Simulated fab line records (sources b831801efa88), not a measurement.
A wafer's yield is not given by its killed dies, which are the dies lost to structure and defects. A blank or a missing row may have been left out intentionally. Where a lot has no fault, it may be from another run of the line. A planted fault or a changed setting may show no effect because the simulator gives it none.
fab line records | flow sky130
record lots=24 wafers=72 lastDay=50
route steps=708 shown FIELD_ISO@1 PWDE@55 VT_ADJUST_LVTN@104 METAL1@450 METAL2@486 PASSIVATION@683
lots untouched by any fault: they come from a run of this same line in which no faults occurred
startH: hours from the record's first day to the start of the lot's first wafer shown | waitH: hours since the lot's step before | " repeats the value in the row above | L1.1+2: one row covering several wafers at once | - no value, or no start was given | * or withheld: withheld | < > ~ a bound
route shown NAME@n: a module of which the file shows steps, and the number in the route of the first | usual: mean and standard deviation over wafers with no fault | same: alike in all rows | chamber/n: place in a boat | sites: each site's reading | _std_site: standard deviation across them | _edge_site: outer sites' mean less inner sites' | radiusMm: for every site, how far away it sits from the centre of the wafer | mask NAME#n: copy n | behind: the last tool/chamber to shape the wafer | hold: why the lot was held/for how many hours/how that ended | device: transistor that didn't switch, given as n, p or np | end of line: tests of these same wafers at the route's end | for a step that has no rows: nothing shown but its recipe | killed: not the wafer's yield, but the dies lost to structure and defects at the first sort | map: dies across one wafer; x = killed, . = not, _ = none there
set.NAME: the run value of the setting; set.NAME@STEP: its run value at that earlier step | model.NAME: the simulator's own value behind a step, which no gauge read
one table for each step of the route and one row for each wafer, over a sample of lots
services: a tool's chamber out of use, with start hour (startH, from the record's first day; less than 0 if before it), hours out, and reason
## steps
# step SKY_FIELD_ISO_BOW_MEAS_00
# recipe mode=bow
# usual INCOMING_BOW=0/6.7
# columns lot.wafer tool chamber startH waitH INCOMING_BOW[um]
L074.1 filmMetro-03 - 10.00 - -7
L074.2 " - " " 8
L074.4 " - " " 0
L075.2 filmMetro-03 - 15.02 - 6
L075.4 " - " " -6
L075.5 " - " " -7
L076.1 filmMetro-04 - 20.00 - 4
L076.5 " - " " -1
L076.6 " - " " 15
L077.4 filmMetro-02 - 25.06 - -8
L077.5 " - " " -9
L077.6 " - " " 3
L078.1 filmMetro-03 - 30.00 - -20
L078.4 " - " " -8
L078.6 " - " " 3
L079.1 filmMetro-02 - 35.00 - -3
L079.3 " - " " 18
L079.6 " - " " 3
L080.1 filmMetro-02 - 40.00 - -1
L080.4 " - " " -3
L080.6 " - " " 5
L081.2 filmMetro-02 - 45.02 - 0
L081.3 " - " " 3
L081.5 " - " " 0
L082.2 filmMetro-03 - 50.02 - 3
L082.5 " - " " -11
L082.6 " - " " 11
L083.1 filmMetro-02 - 55.00 - 3
L083.2 " - " " 2
L083.5 " - " " 3
L084.1 filmMetro-03 - 60.00 - 4
L084.3 " - " " 3
L084.4 " - " " -8
L085.4 filmMetro-03 - 65.06 - -3
L085.5 " - " " 5
L085.6 " - " " -4
L086.1 filmMetro-02 - 70.00 - -6
L086.2 " - " " 0
L086.3 " - " " 9
L087.2 filmMetro-03 - 75.02 - 4
L087.3 " - " " -12
L087.5 " - " " -3
L088.2 filmMetro-02 - 80.02 - 3
L088.3 " - " " 13
L088.6 " - " " -1
L089.1 filmMetro-04 - 85.00 - 4
L089.5 " - " " 10
L089.6 " - " " -5
L090.1 filmMetro-02 - 90.00 - -4
L090.2 " - " " 7
L090.3 " - " " 0
L091.1 filmMetro-04 - 95.00 - -3
L091.3 " - " " 1
L091.6 " - " " 3
L092.2 filmMetro-03 - 100.02 - 6
L092.3 " - " " -4
L092.4 " - " " -3
L093.2 filmMetro-04 - 105.02 - -7
L093.4 " - " " 6
L093.6 " - " " -1
L094.1 filmMetro-04 - 110.00 - 7
L094.3 " - " " -7
L094.5 " - " " -4
L095.3 filmMetro-04 - 115.04 - -9
L095.4 " - " " -1
L095.5 " - " " 1
L096.2 filmMetro-03 - 120.02 - -4
L096.4 " - " " 9
L096.5 " - " " -11
L097.1 filmMetro-04 - 125.00 - -10
L097.3 " - " " -3
L097.6 " - " " -1
# step SKY_PWDE_TW_MEAS_10
# usual PWDE_TW=374.2/1.4
# columns lot.wafer tool chamber startH waitH PWDE_TW
L074.1 filmMetro-04 - 68.89 0.1 374.5
L074.2 " - " " 375.8
L074.4 " - " " 375.2
L075.2 filmMetro-04 - 74.93 0.1 371.7
L075.4 " - " " 372.3
L075.5 " - " " 373.4
L076.1 filmMetro-03 - 88.58 0.1 372.9
L076.5 " - " " 374.8
L076.6 " - " " 372.4
L077.4 filmMetro-04 - 97.36 0.1 372.0
L077.5 " - " " 372.9
L077.6 " - " " 374.4
L078.1 filmMetro-03 - 116.84 0.1 374.1
L078.4 " - " " 373.1
L078.6 " - " " 373.9
L079.1 filmMetro-04 - 117.08 0.1 374.4
L079.3 " - " " 373.8
L079.6 " - " " 373.6
L080.1 filmMetro-01 - 123.89 0.1 376.1
L080.4 " - " " 375.1
L080.6 " - " " 375.8
L082.2 filmMetro-04 - 124.25 0.1 373.1
L082.5 " - " " 373.5
L082.6 " - " " 373.6
L081.2 filmMetro-01 - 124.43 0.1 372.4
L081.3 " - " " 375.8
L081.5 " - " " 374.7
L084.1 filmMetro-01 - 128.73 0.1 373.3
L084.3 " - " " 372.4
L084.4 " - " " 374.3
L083.1 filmMetro-03 - 128.92 0.1 375.6
L083.2 " - " " 375.8
L083.5 " - " " 376.7
L085.4 filmMetro-01 - 133.02 0.1 373.1
L085.5 " - " " 374.7
L085.6 " - " " 375.1
L086.1 filmMetro-01 - 145.54 0.1 371.9
L086.2 " - " " 375.5
L086.3 " - " " 374.3
L087.2 filmMetro-01 - 145.90 0.1 375.2
L087.3 " - " " 374.5
L087.5 " - " " 375.2
L089.1 filmMetro-04 - 167.34 0.1 374.3
L089.5 " - " " 375.2
L089.6 " - " " 375.9
L090.1 filmMetro-01 - 168.49 0.1 376.4
L090.2 " - " " 375.2
L090.3 " - " " 374.7
L088.2 filmMetro-03 - 168.78 0.1 373.7
L088.3 " - " " 374.8
L088.6 " - " " 375.3
L092.2 filmMetro-01 - 181.29 0.1 377.2
L092.3 " - " " 376.4
L092.4 " - " " 375.5
L091.1 filmMetro-04 - 181.32 0.1 374.5
L091.3 " - " " 373.7
L091.6 " - " " 374.2
L093.2 filmMetro-04 - 186.98 0.1 372.6
L093.4 " - " " 373.2
L093.6 " - " " 374.1
L094.1 filmMetro-03 - 187.64 0.1 378.0
L094.3 " - " " 374.9
L094.5 " - " " 376.1
L095.3 filmMetro-01 - 193.15 0.1 373.6
L095.4 " - " " 372.9
L095.5 " - " " 373.4
L096.2 filmMetro-01 - 194.74 0.1 373.4
L096.4 " - " " 373.8
L096.5 " - " " 373.1
L097.1 filmMetro-01 - 202.57 0.1 373.5
L097.3 " - " " 372.0
L097.6 " - " " 373.2
# step SKY_VT_ADJUST_LVTN_OVL_MEAS_07
# usual VT_ADJUST_LVTN_OVL=0.2/1.2
# columns lot.wafer tool chamber startH waitH VT_ADJUST_LVTN_OVL[nm]
L074.1 overlay-02 - 135.64 - 1.0
L074.2 " - " " 1.5
L074.4 " - " " -0.1
L075.2 overlay-01 - 141.01 - 0.8
L075.4 " - " " 0.8
L075.5 " - " " 1.5
L076.1 overlay-02 - 159.49 - -0.9
L076.5 " - " " -2.4
L076.6 " - " " 0.3
L077.4 overlay-02 - 171.18 - 0.0
L077.5 " - " " -0.4
L077.6 " - " " 2.8
L078.1 overlay-02 - 194.99 - 0.3
L078.4 " - " " 1.4
L078.6 " - " " 0.6
L079.1 overlay-02 - 195.94 - 1.1
L079.3 " - " " -0.3
L079.6 " - " " 1.6
L080.1 overlay-01 - 205.24 - -0.5
L080.4 " - " " -2.5
L080.6 " - " " -1.9
L082.2 overlay-01 - 205.84 - 1.1
L082.5 " - " " 1.5
L082.6 " - " " 2.4
L081.2 overlay-01 - 206.26 - -0.5
L081.3 " - " " 2.0
L081.5 " - " " -0.3
L084.1 overlay-01 - 209.06 - -1.4
L084.3 " - " " -1.6
L084.4 " - " " -2.8
L083.1 overlay-02 - 209.41 - 0.6
L083.2 " - " " 0.2
L083.5 " - " " 0.5
L085.4 overlay-02 - 215.23 - -1.1
L085.5 " - " " -0.7
L085.6 " - " " -1.4
L086.1 overlay-01 - 229.71 - -0.7
L086.2 " - " " -0.6
L086.3 " - " " -0.5
L087.2 overlay-01 - 230.89 - -1.0
L087.3 " - " " 1.2
L087.5 " - " " 0.0
L089.1 overlay-01 - 255.36 - -0.1
L089.5 " - " " -0.6
L089.6 " - " " 3.2
L090.1 overlay-02 - 256.01 - -0.5
L090.2 " - " " 0.4
L090.3 " - " " -1.3
L088.2 overlay-01 - 257.70 - 1.7
L088.3 " - " " 0.6
L088.6 " - " " 0.8
L092.2 overlay-01 - 271.21 - 0.1
L092.3 " - " " 0.2
L092.4 " - " " -0.4
L091.1 overlay-01 - 272.34 - -0.5
L091.3 " - " " 0.0
L091.6 " - " " -1.2
L093.2 overlay-02 - 278.89 - -0.7
L093.4 " - " " 0.4
L093.6 " - " " -1.1
L094.1 overlay-01 - 279.24 - 0.1
L094.3 " - " " 1.2
L094.5 " - " " 0.9
L095.3 overlay-01 - 284.75 - 2.5
L095.4 " - " " 1.7
L095.5 " - " " 1.6
L096.2 overlay-01 - 287.91 - -0.3
L096.4 " - " " -1.1
L096.5 " - " " -1.0
L097.1 overlay-02 - 294.79 - 2.0
L097.3 " - " " 2.1
L097.6 " - " " 0.5
# step SKY_METAL1_OVL_MEAS_16
# usual METAL1_OVL=-6/4.5
# columns lot.wafer tool chamber startH waitH METAL1_OVL[nm]
L074.1 overlay-02 - 751.61 0.1 -4
L074.2 " - " " -9
L074.4 " - " " -1
L075.2 overlay-02 - 753.87 0.1 -14
L075.4 " - " " -9
L075.5 " - " " -7
L076.1 overlay-01 - 779.18 0.1 -10
L076.5 " - " " -16
L076.6 " - " " -4
L077.4 overlay-02 - 793.43 0.1 -6
L077.5 " - " " -7
L077.6 " - " " -9
L078.1 overlay-01 - 826.16 0.1 -2
L078.4 " - " " -7
L078.6 " - " " 1
L079.1 overlay-02 - 827.40 0.1 -2
L079.3 " - " " -6
L079.6 " - " " -11
L080.1 overlay-01 - 835.81 0.1 6
L080.4 " - " " 2
L080.6 " - " " -5
L082.2 overlay-01 - 842.62 0.1 -4
L082.5 " - " " -8
L082.6 " - " " -16
L081.2 overlay-01 - 844.79 0.1 -3
L081.3 " - " " -7
L081.5 " - " " 1
L083.1 overlay-02 - 845.85 0.1 -2
L083.2 " - " " -4
L083.5 " - " " -8
L084.1 overlay-02 - 847.01 0.1 -7
L084.3 " - " " -1
L084.4 " - " " -8
L085.4 overlay-02 - 847.68 0.1 -5
L085.5 " - " " 1
L085.6 " - " " -9
L087.2 overlay-01 - 873.32 0.1 -11
L087.3 " - " " -9
L087.5 " - " " -13
L086.1 overlay-01 - 876.20 0.1 -15
L086.2 " - " " -11
L086.3 " - " " 0
L090.1 overlay-02 - 896.53 0.1 -10
L090.2 " - " " -4
L090.3 " - " " -6
L088.2 overlay-01 - 899.01 0.1 -7
L088.3 " - " " -3
L088.6 " - " " -5
L089.1 overlay-02 - 899.92 0.1 -6
L089.5 " - " " -4
L089.6 " - " " -7
L092.2 overlay-02 - 910.41 0.1 -11
L092.3 " - " " -3
L092.4 " - " " -1
L091.1 overlay-02 - 911.07 0.1 -12
L091.3 " - " " -12
L091.6 " - " " -10
L093.2 overlay-02 - 917.47 0.1 -3
L093.4 " - " " -10
L093.6 " - " " -8
L094.1 overlay-01 - 920.00 0.1 -6
L094.3 " - " " -5
L094.5 " - " " -4
L096.2 overlay-01 - 928.26 0.1 -6
L096.4 " - " " -8
L096.5 " - " " -5
L095.3 overlay-01 - 932.47 0.1 5
L095.4 " - " " -5
L095.5 " - " " -1
L097.1 overlay-02 - 936.15 0.1 -4
L097.3 " - " " 1
L097.6 " - " " -5
# step SKY_METAL2_SPUTTER_03
# recipe material=Ti targetThkNm=5 powerW=3000 timeS=3.3 chamberPressurePa=0.4
# usual throttleValvePct=29.8/0.81
# columns lot.wafer tool chamber startH waitH throttleValvePct
L074.1 pvdSputter-01 - 780.71 0.0 30.7
L074.2 " - " " 31.0
L074.4 " - " " 29.0
L075.2 pvdSputter-01 - 782.83 0.0 30.1
L075.4 " - " " 31.0
L075.5 " - " " 30.9
L076.1 pvdSputter-03 - 808.83 0.0 29.9
L076.5 " - " " 29.7
L076.6 " - " " 30.4
L077.4 pvdSputter-03 - 822.78 0.0 29.8
L077.5 " - " " 30.2
L077.6 " - " " 29.7
L078.1 pvdSputter-01 - 855.84 0.0 29.0
L078.4 " - " " 28.0
L078.6 " - " " 29.1
L079.1 pvdSputter-01 - 856.83 0.0 28.3
L079.3 " - " " 30.6
L079.6 " - " " 30.2
L080.1 pvdSputter-03 - 864.63 0.0 29.4
L080.4 " - " " 30.4
L080.6 " - " " 30.8
L082.2 pvdSputter-03 - 872.57 0.0 29.7
L082.5 " - " " 29.5
L082.6 " - " " 30.3
L081.2 pvdSputter-02 - 874.04 0.0 30.0
L081.3 " - " " 29.6
L081.5 " - " " 29.5
L083.1 pvdSputter-01 - 874.40 0.0 28.1
L083.2 " - " " 29.1
L083.5 " - " " 28.1
L084.1 pvdSputter-03 - 875.90 0.0 30.2
L084.3 " - " " 29.5
L084.4 " - " " 30.8
L085.4 pvdSputter-01 - 876.99 0.0 28.2
L085.5 " - " " 28.8
L085.6 " - " " 30.1
L087.2 pvdSputter-01 - 902.03 0.0 31.3
L087.3 " - " " 30.2
L087.5 " - " " 29.1
L086.1 pvdSputter-02 - 905.28 0.0 30.0
L086.2 " - " " 29.0
L086.3 " - " " 30.9
L090.1 pvdSputter-02 - 924.39 0.0 31.0
L090.2 " - " " 29.6
L090.3 " - " " 28.9
L088.2 pvdSputter-03 - 926.88 0.0 29.6
L088.3 " - " " 29.3
L088.6 " - " " 29.4
L089.1 pvdSputter-02 - 928.27 0.0 29.8
L089.5 " - " " 29.6
L089.6 " - " " 29.6
L092.2 pvdSputter-01 - 937.98 0.0 28.3
L092.3 " - " " 31.1
L092.4 " - " " 30.2
L091.1 pvdSputter-02 - 938.30 0.0 29.9
L091.3 " - " " 29.1
L091.6 " - " " 28.8
L093.2 pvdSputter-02 - 944.29 0.0 31.0
L093.4 " - " " 28.9
L093.6 " - " " 28.7
L094.1 pvdSputter-02 - 946.79 0.0 29.7
L094.3 " - " " 31.1
L094.5 " - " " 29.6
L096.2 pvdSputter-03 - 954.83 0.0 30.4
L096.4 " - " " 29.3
L096.5 " - " " 30.5
L095.3 pvdSputter-02 - 960.09 0.0 29.9
L095.4 " - " " 29.6
L095.5 " - " " 29.5
L097.1 pvdSputter-03 - 963.27 0.0 30.7
L097.3 " - " " 29.3
L097.6 " - " " 29.8
# step SKY_PASSIVATION_CVD_02
# recipe material=Si3N4 targetThkNm=540 tempC=400 timeS=withheld rfW=450
# usual heaterPowerOuterW=428/59 heaterPowerW=710/78
# columns lot.wafer tool chamber startH waitH heaterPowerOuterW heaterPowerW
L074.1 pecvd-04 1 1015.28 0.1 446 705
L074.2 " 0 " " 498 773
L074.4 " 1 " " 444 732
L075.2 pecvd-04 0 1018.91 0.0 498 764
L075.4 " 2 " " 394 667
L075.5 " 1 " " 436 695
L076.1 pecvd-03 1 1041.43 0.1 516 806
L076.5 " 1 " " 535 840
L076.6 " 0 " " 369 607
L077.4 pecvd-04 1 1052.36 0.1 410 668
L077.5 " 2 " " 402 690
L077.6 " 0 " " 453 707
L078.1 pecvd-03 2 1079.89 0.1 360 601
L078.4 " 0 " " 416 685
L078.6 " 2 " " 383 620
L079.1 pecvd-01 0 1080.89 0.1 449 744
L079.3 " 1 " " 352 658
L079.6 " 2 " " 511 828
L080.1 pecvd-04 0 1086.51 0.1 507 805
L080.4 " 1 " " 381 651
L080.6 " 0 " " 514 806
L082.2 pecvd-03 1 1094.69 0.0 523 790
L082.5 " 2 " " 316 524
L082.6 " 0 " " 448 729
L081.2 pecvd-01 1 1096.93 0.0 402 766
L081.3 " 0 " " 434 747
L081.5 " 1 " " 421 785
L083.1 pecvd-04 0 1097.58 0.1 526 809
L083.2 " 2 " " 344 594
L083.5 " 2 " " 372 619
L084.1 pecvd-03 1 1099.25 0.1 531 776
L084.3 " 0 " " 397 653
L084.4 " 2 " " 354 578
L085.4 pecvd-01 2 1099.60 0.1 502 807
L085.5 " 0 " " 358 624
L085.6 " 1 " " 334 660
L087.2 pecvd-04 0 1115.66 0.0 472 731
L087.3 " 2 " " 302 541
L087.5 " 0 " " 486 758
L086.1 pecvd-03 2 1117.53 0.1 421 645
L086.2 " 1 " " 550 849
L086.3 " 0 " " 411 681
L090.1 pecvd-01 2 1135.88 0.1 497 800
L090.2 " 0 " " 392 678
L090.3 " 1 " " 416 782
L088.2 pecvd-01 1 1138.03 0.0 343 679
L088.3 " 2 " " 469 772
L088.6 " 2 " " 487 816
L089.1 pecvd-03 0 1138.98 0.1 423 691
L089.5 " 0 " " 443 740
L089.6 " 1 " " 513 789
L092.2 pecvd-03 2 1146.68 0.0 361 571
L092.3 " 0 " " 457 716
L092.4 " 0 " " 471 757
L091.1 pecvd-01 1 1147.71 0.1 413 758
L091.3 " 2 " " 452 759
L091.6 " 2 " " 484 782
L093.2 pecvd-01 0 1150.18 0.0 404 705
L093.4 " 0 " " 430 722
L093.6 " 1 " " 415 748
L094.1 pecvd-01 2 1151.43 0.1 520 856
L094.3 " 1 " " 403 759
L094.5 " 1 " " 423 793
L096.2 pecvd-04 0 1160.69 0.0 502 782
L096.4 " 2 " " 419 687
L096.5 " 0 " " 524 815
L095.3 pecvd-04 2 1162.53 0.0 390 671
L095.4 " 0 " " 499 795
L095.5 " 1 " " 338 598
L097.1 pecvd-04 1 1166.73 0.1 380 630
L097.3 " 0 " " 423 686
L097.6 " 1 " " 419 696
## services
# columns tool chamber startH hours kind
pvdSputter-01 - 757.68 1.0 repair
pvdSputter-03 - 799.77 1.2 repair
pecvd-01 1 818.12 - clean
pecvd-01 1 818.12 - consumableReplace:showerhead
pecvd-03 - 832.21 0.8 pm
pecvd-04 1 871.36 12.0 repair
pecvd-04 2 887.81 2.1 scheduledDown
pecvd-03 2 915.67 6.9 repair
pecvd-01 2 920.40 3.9 repair
pecvd-04 1 921.59 5.5 scheduledDown
pecvd-01 - 926.46 14.6 pm
pvdSputter-03 - 943.85 3.7 repair
pvdSputter-02 - 962.07 5.5 repair
pecvd-04 - 965.90 11.4 repair
pvdSputter-01 - 978.72 24.4 repair
pecvd-01 0 1011.18 9.5 repair
pecvd-01 - 1045.65 6.0 pm
pecvd-01 - 1073.85 0.5 repair
pecvd-01 - 1078.13 0.8 pm
pecvd-01 - 1083.54 2.8 pm
pecvd-04 1 1140.53 2.1 scheduledDown
pecvd-04 - 1150.52 2.8 pm
pvdSputter-02 - 1154.77 9.4 repair
pecvd-03 - 1161.75 1.2 repair
## key
fault none
